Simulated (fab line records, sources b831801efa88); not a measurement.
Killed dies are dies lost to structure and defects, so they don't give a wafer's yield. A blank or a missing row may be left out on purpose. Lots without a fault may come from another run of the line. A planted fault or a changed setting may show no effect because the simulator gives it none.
Which tool did it? | flow sky130 | 14 lots, 42 wafers sampled, at 7 steps of a route of 708

WHAT THE GAUGES READ, wafer by wafer
SKY_POLY_GATE_THK_MEAS_01.
lot  | measured     | on            | POLY_GATE_CVD_00_THK (nm)
L417 | day 13 22:35 | film_metro-01 | 179.6 179.7 179.2
L418 | day 14 11:53 | film_metro-03 | 181.1 182.1 181.8
L419 | day 14 11:52 | film_metro-02 | 181.0 180.7 181.1
L420 | day 14 22:23 | film_metro-03 | 181.0 181.4 181.7
L421 | day 15 09:16 | film_metro-03 | 181.8 179.2 180.2
L422 | day 15 14:09 | film_metro-01 | 177.0 176.3 175.9
L424 | day 16 08:04 | film_metro-02 | 178.8 177.9 177.9
L425 | day 16 14:32 | film_metro-02 | 178.0 178.6 178.4
L433 | day 20 07:12 | film_metro-03 | 179.8 179.4 180.3
L435 | day 20 16:13 | film_metro-01 | 180.8 182.3 181.4
L434 | day 20 20:54 | film_metro-03 | 182.4 182.4 182.6
L436 | day 21 00:08 | film_metro-02 | 179.7 179.1 180.9
L439 | day 21 19:34 | film_metro-02 | 180.1 180.5 180.9
L440 | day 22 02:32 | film_metro-02 | 178.6 178.1 178.3

SKY_POLY_GATE_OVL_MEAS_14.
lot  | measured     | on         | POLY_GATE_OVL (nm)
L417 | day 16 08:17 | overlay-01 | 5 2 3
L418 | day 16 21:28 | overlay-01 | 13 11 11
L419 | day 16 21:18 | overlay-02 | 8 -4 1
L420 | day 17 10:31 | overlay-01 | -6 -2 2
L421 | day 17 23:27 | overlay-02 | -5 -1 0
L422 | day 18 03:51 | overlay-02 | -2 -10 -7
L424 | day 18 19:14 | overlay-01 | 4 3 7
L425 | day 19 05:37 | overlay-02 | -2 0 -2
L433 | day 22 22:45 | overlay-02 | -1 3 4
L435 | day 23 08:19 | overlay-01 | -3 -10 -3
L434 | day 23 12:59 | overlay-01 | 7 2 5
L436 | day 23 14:26 | overlay-02 | 8 5 5
L439 | day 24 10:00 | overlay-01 | 7 6 9
L440 | day 24 16:41 | overlay-01 | 7 5 5

SKY_POLY_GATE_CD_MEAS_22.
lot  | measured     | on        | cd_nm (nm)
L417 | day 16 11:54 | cd_sem-02 | 151.9 151.2 149.6
L418 | day 17 00:43 | cd_sem-02 | 152.2 153.1 150.7
L419 | day 17 00:29 | cd_sem-02 | 152.1 147.8 148.5
L420 | day 17 12:51 | cd_sem-02 | 150.2 150.5 148.5
L421 | day 18 02:41 | cd_sem-02 | 150.5 152.1 155.2
L422 | day 18 06:37 | cd_sem-01 | 146.0 147.6 148.9
L424 | day 18 22:31 | cd_sem-01 | - - -
L425 | day 19 07:43 | cd_sem-02 | - - -
L433 | day 23 00:34 | cd_sem-01 | 148.4 147.2 146.0
L435 | day 23 10:02 | cd_sem-02 | 148.5 152.7 151.9
L434 | day 23 14:43 | cd_sem-02 | 148.7 148.8 148.0
L436 | day 23 16:26 | cd_sem-01 | 148.3 149.8 146.8
L439 | day 24 11:47 | cd_sem-01 | 149.0 148.7 148.7
L440 | day 24 18:29 | cd_sem-01 | 148.3 152.6 154.1

WHICH TOOL RAN EACH LOT (tool, then ch and the chambers of the sampled wafers, then the start)
lot  | SKY_VT_ADJUST_PCH_STRIP_09           | SKY_POLY_GATE_ETCH_15              | SKY_POLY_GATE_ETCH_16              | SKY_POLY_GATE_ETCH_17
L417 | plasma_asher-02 ch 0,1, day 10 08:52 | rie_diel-04 ch 0,1, day 16 08:20   | rie_diel-04 ch 0,1, day 16 08:25   | rie_si-01 ch 0,2, day 16 08:31
L418 | plasma_asher-02 ch 0,1, day 10 18:14 | rie_diel-02 ch 0,1,3, day 16 21:29 | rie_diel-02 ch 0,1,3, day 16 21:34 | rie_si-01 ch 0,2,3, day 16 21:42
L419 | plasma_asher-04 ch 0,1, day 10 19:09 | rie_diel-04 ch 0,1,2, day 16 21:20 | rie_diel-04 ch 0,1,2, day 16 21:25 | rie_si-02 ch 0,1,3, day 16 21:31
L420 | plasma_asher-04 ch 0,1, day 11 05:29 | rie_diel-03 ch 0,1, day 17 10:33   | rie_diel-03 ch 0,1, day 17 10:38   | rie_si-01 ch 0,1,3, day 17 10:44
L421 | plasma_asher-02 ch 0,1, day 11 15:11 | rie_diel-02 ch 0,1, day 17 23:31   | rie_diel-02 ch 0,1, day 17 23:39   | rie_si-02 ch 0,1,2, day 17 23:45
L422 | plasma_asher-01 ch 0,1, day 11 22:50 | rie_diel-03 ch 2,3, day 18 03:53   | rie_diel-03 ch 2,3, day 18 03:58   | rie_si-02 ch 0,1,3, day 18 04:04
L424 | plasma_asher-01 ch 0,1, day 12 10:59 | rie_diel-04 ch 0,1,2, day 18 19:15 | rie_diel-04 ch 0,1,2, day 18 19:20 | rie_si-01 ch 0,1,3, day 18 19:26
L425 | plasma_asher-01 ch 0,1, day 12 19:11 | rie_diel-04 ch 0,1,3, day 19 05:38 | rie_diel-04 ch 0,1,3, day 19 05:43 | rie_si-02 ch 0,2,3, day 19 05:49
L433 | plasma_asher-04 ch 0,1, day 16 03:18 | rie_diel-04 ch 0,1,3, day 22 22:47 | rie_diel-04 ch 0,1,3, day 22 22:52 | rie_si-02 ch 0,1, day 22 22:58
L435 | plasma_asher-01 ch 0,1, day 16 11:01 | rie_diel-04 ch 0,1, day 23 08:20   | rie_diel-04 ch 0,1, day 23 08:25   | rie_si-01 ch 1,2, day 23 08:31
L434 | plasma_asher-01 ch 0,1, day 16 13:25 | rie_diel-04 ch 0,1, day 23 13:02   | rie_diel-04 ch 0,1, day 23 13:07   | rie_si-02 ch 0,2, day 23 13:13
L436 | plasma_asher-04 ch 0,1, day 16 16:39 | rie_diel-03 ch 1,3, day 23 14:29   | rie_diel-03 ch 1,3, day 23 14:34   | rie_si-01 ch 0,3, day 23 14:40
L439 | plasma_asher-02 ch 0,1, day 17 12:02 | rie_diel-04 ch 0,1, day 24 10:02   | rie_diel-04 ch 0,1, day 24 10:07   | rie_si-01 ch 0,1,3, day 24 10:13
L440 | plasma_asher-04 ch 0,1, day 17 21:23 | rie_diel-02 ch 0,1,2, day 24 16:44 | rie_diel-02 ch 0,1,2, day 24 16:49 | rie_si-01 ch 1,2,3, day 24 16:55
- SKY_VT_ADJUST_PCH_STRIP_09: strips in O2/N2.
- SKY_POLY_GATE_ETCH_15: etches BARC in N2/H2, stops on SiO2, time 118.5 s, target depth 110 nm.
- SKY_POLY_GATE_ETCH_16: etches Si3N4 in CH3F/O2, stops on poly-Si, time 147.5 s, target depth 75 nm.
- SKY_POLY_GATE_ETCH_17: etches poly-Si in HBr/Cl2, stops on SiO2, target depth 180 nm, time 70.5 s.

WHAT THE TOOLS THEMSELVES READ (means of the sampled wafers that have a number; where no wafer has one, the mark that the record gives instead)
SKY_VT_ADJUST_PCH_STRIP_09.
lot  | tool            | drypump_motor_current_A (A) | oes_product_au (a.u.) | strip_time_to_endpoint_s (s)
L417 | plasma_asher-02 | 6.0                         | 0.724                 | 36.93
L418 | plasma_asher-02 | 5.8                         | 0.724                 | 36.91
L419 | plasma_asher-04 | 5.6                         | 0.726                 | 37.06
L420 | plasma_asher-04 | 5.8                         | 0.719                 | 36.89
L421 | plasma_asher-02 | 5.8                         | 0.721                 | 36.87
L422 | plasma_asher-01 | 5.8                         | 0.716                 | 36.88
L424 | plasma_asher-01 | 5.3                         | 0.724                 | 36.93
L425 | plasma_asher-01 | 5.8                         | 0.723                 | 36.91
L433 | plasma_asher-04 | 5.8                         | 0.724                 | 36.98
L435 | plasma_asher-01 | 5.8                         | 0.722                 | 36.89
L434 | plasma_asher-01 | 5.8                         | 0.724                 | 37.01
L436 | plasma_asher-04 | 5.6                         | 0.726                 | 36.68
L439 | plasma_asher-02 | 6.0                         | 0.727                 | 36.84
L440 | plasma_asher-04 | 5.8                         | 0.723                 | 36.96

SKY_POLY_GATE_ETCH_15.
lot  | tool        | bias_w (W) | chamber_pressure_mTorr (mTorr) | drypump_motor_current_A (A) | oes_product_au (a.u.) | throttle_valve_pct (%)
L417 | rie_diel-04 | 100.38     | 29.984                         | 5.4                         | 0.712                 | 13.219
L418 | rie_diel-02 | 99.86      | 29.995                         | 5.9                         | 0.716                 | 13.223
L419 | rie_diel-04 | 100.12     | 29.988                         | 5.3                         | 0.716                 | 13.204
L420 | rie_diel-03 | 100.04     | 30.017                         | 5.5                         | 0.719                 | 13.218
L421 | rie_diel-02 | 100.12     | 29.982                         | 5.9                         | 0.717                 | 13.208
L422 | rie_diel-03 | 100.07     | 29.991                         | 6.0                         | 0.714                 | 13.209
L424 | rie_diel-04 | -          | -                              | -                           | -                     | -
L425 | rie_diel-04 | -          | -                              | -                           | -                     | -
L433 | rie_diel-04 | 100.22     | 30.002                         | 5.5                         | 0.718                 | 13.209
L435 | rie_diel-04 | 100.24     | 30.030                         | 5.4                         | 0.720                 | 13.207
L434 | rie_diel-04 | 100.05     | 30.009                         | 5.4                         | 0.717                 | 13.214
L436 | rie_diel-03 | 99.95      | 30.010                         | 5.7                         | 0.719                 | 13.213
L439 | rie_diel-04 | 99.78      | 29.981                         | 5.4                         | 0.715                 | 13.203
L440 | rie_diel-02 | 100.09     | 29.995                         | 5.9                         | 0.717                 | 13.216

SKY_POLY_GATE_ETCH_16.
lot  | tool        | O2_flow_sccm (sccm) | bias_w (W) | drypump_motor_current_A (A) | oes_product_au (a.u.) | throttle_valve_pct (%)
L417 | rie_diel-04 | 29.87               | 80.10      | 5.4                         | 0.642                 | 10.525
L418 | rie_diel-02 | 29.92               | 79.64      | 5.9                         | 0.640                 | 10.543
L419 | rie_diel-04 | 30.11               | 79.90      | 5.3                         | 0.637                 | 10.525
L420 | rie_diel-03 | 30.03               | 79.78      | 5.4                         | 0.643                 | 10.542
L421 | rie_diel-02 | 30.01               | 80.17      | 5.9                         | 0.648                 | 10.525
L422 | rie_diel-03 | 29.97               | 80.12      | 6.0                         | 0.644                 | 10.529
L424 | rie_diel-04 | 29.88               | 80.05      | 5.3                         | 0.375                 | 10.488
L425 | rie_diel-04 | 29.88               | 80.11      | 5.5                         | 0.378                 | 10.506
L433 | rie_diel-04 | 30.00               | 79.99      | 5.4                         | 0.641                 | 10.540
L435 | rie_diel-04 | 30.03               | 80.07      | 5.4                         | 0.641                 | 10.534
L434 | rie_diel-04 | 29.97               | 80.06      | 5.4                         | 0.645                 | 10.537
L436 | rie_diel-03 | 29.96               | 80.02      | 5.7                         | 0.642                 | 10.540
L439 | rie_diel-04 | 29.99               | 80.02      | 5.4                         | 0.639                 | 10.542
L440 | rie_diel-02 | 29.96               | 79.88      | 5.9                         | 0.641                 | 10.539

SKY_POLY_GATE_ETCH_17.
lot  | tool      | HBr_flow_sccm (sccm) | bias_w (W) | drypump_motor_current_A (A) | he_backside_leak_sccm (sccm) | oes_product_au (a.u.) | throttle_valve_pct (%)
L417 | rie_si-01 | 150.3                | 99.82      | 5.8                         | 2.37                         | 0.988                 | 33.690
L418 | rie_si-01 | 149.9                | 100.24     | 6.0                         | 2.40                         | 0.991                 | 33.682
L419 | rie_si-02 | 150.1                | 99.92      | 5.6                         | 2.50                         | 0.996                 | 33.680
L420 | rie_si-01 | 149.6                | 99.90      | 6.1                         | 2.54                         | 0.987                 | 33.692
L421 | rie_si-02 | 150.0                | 99.92      | 5.5                         | 2.46                         | 0.992                 | 33.686
L422 | rie_si-02 | 149.9                | 100.07     | 5.5                         | 2.58                         | 0.976                 | 33.675
L424 | rie_si-01 | 150.0                | 99.92      | 6.1                         | 2.44                         | 0.272                 | 33.682
L425 | rie_si-02 | 150.2                | 99.70      | 5.5                         | 2.58                         | 0.270                 | 33.688
L433 | rie_si-02 | 150.0                | 100.22     | 5.6                         | 2.53                         | 0.988                 | 33.687
L435 | rie_si-01 | 149.7                | 99.97      | 5.9                         | 2.45                         | 0.986                 | 33.688
L434 | rie_si-02 | 149.7                | 100.19     | 5.2                         | 2.48                         | 0.983                 | 33.685
L436 | rie_si-01 | 150.1                | 99.99      | 6.1                         | 2.39                         | 0.987                 | 33.689
L439 | rie_si-01 | 150.8                | 99.80      | 6.1                         | 2.48                         | 0.984                 | 33.685
L440 | rie_si-01 | 149.8                | 100.13     | 6.1                         | 2.55                         | 0.978                 | 33.682

THE ANSWER, worked out from the rows above alone
Rule: what is usual is taken from the lots themselves. Put in order of their means at a reading, lots are off if they are a third of the lots or fewer, leave a main group of 4 or more, and stand apart from it by a gap of 3 or more times the standard deviation of the main group's means; of several such gaps the widest counts. A main group whose means are all the same, to the digits that the tables above print for the reading, isn't used. A lot without any number at a reading at which 4 lots or more have one is off too. The other lots that the step has rows for count as sound. The gauges are gone through in route order, then the tools' own readings, and for those a lot's mean is taken as printed above. The first step at which some lot is off is used, and at that step the reading that is off furthest; a lot without a number counts as furthest.
Off: L424, L425, at SKY_POLY_GATE_CD_MEAS_22 (cd_nm). Without a number there: L424, L425. The main group: mean 149.8 nm, standard deviation 1.7.
A tool fits if, at a process step before that reading, it ran every lot that is off, and no sound lot after the first of them. The gauges at SKY_POLY_GATE_CD_MEAS_22 aren't tried: what is off there is off at SKY_POLY_GATE_ETCH_15 too, on other tools, and a gauge's error can't cause that. None of those tried fits.

WHAT THE SIMULATOR HAD PUT IN
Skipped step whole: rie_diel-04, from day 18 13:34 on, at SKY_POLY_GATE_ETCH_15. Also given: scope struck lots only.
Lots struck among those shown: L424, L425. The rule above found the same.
